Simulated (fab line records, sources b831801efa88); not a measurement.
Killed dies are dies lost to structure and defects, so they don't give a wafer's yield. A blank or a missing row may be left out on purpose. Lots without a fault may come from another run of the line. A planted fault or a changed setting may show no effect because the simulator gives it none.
Chamber matching | flow gf180mcu | GF_PASSIVATION_CVD_00 on pecvd-01: 3 sister chambers
The step deposits SiO2 from TEOS, target thk 1000 nm, time 111.95 s. 16 wafers are shown with their chamber, then 8 later ones without.

WAFERS WITH THEIR CHAMBER
wafer  | chamber | heater_power_w (W)
L533.1 | 2       | 656
L533.3 | 0       | 780
L533.5 | 2       | 694
L534.2 | 0       | 780
L534.4 | 0       | 619
L534.5 | 2       | 715
L540.3 | 0       | 729
L540.4 | 1       | 488
L540.6 | 0       | 615
L541.1 | 1       | 500
L541.2 | 2       | 691
L541.5 | 1       | 410
L542.1 | 0       | 703
L542.4 | 0       | 733
L542.6 | 1       | 407
L547.1 | 0       | 766

SIGNATURES (means of the wafers above)
reading        | chamber 0 | chamber 1 | chamber 2 | scatter within a chamber
heater_power_w | 715.62    | 451.25    | 689.00    | 55.5
Rule: a wafer's distance from a chamber is the root of the sum, over the readings, of the square of ((its reading less the chamber's mean) divided by the reading's scatter). The wafer belongs to the nearest chamber; if the next one is less than 2 further off, it can't be placed. The scatter: the root of (the sum of the squares of (reading less its chamber's mean) over the shown wafers, divided by (wafers less chambers)).

WAFERS WITHOUT THEIR CHAMBER
wafer  | heater_power_w (W)
L547.2 | 688
L547.3 | 497
L550.1 | 761
L550.3 | 688
L550.4 | 405
L553.3 | 691
L553.4 | 488
L553.6 | 681

WHICH CHAMBER EACH WENT THROUGH
wafer  | from the rows above     | in truth
L547.2 | can't be placed: 2 or 0 | 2
L547.3 | 1                       | 1
L550.1 | can't be placed: 0 or 2 | 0
L550.3 | can't be placed: 2 or 0 | 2
L550.4 | 1                       | 1
L553.3 | can't be placed: 2 or 0 | 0
L553.4 | 1                       | 1
L553.6 | can't be placed: 2 or 0 | 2
Placed correctly: 3 of 8. Can't be placed from these rows: 5 (the true chamber is among the candidates in 5). Placed wrongly: 0.
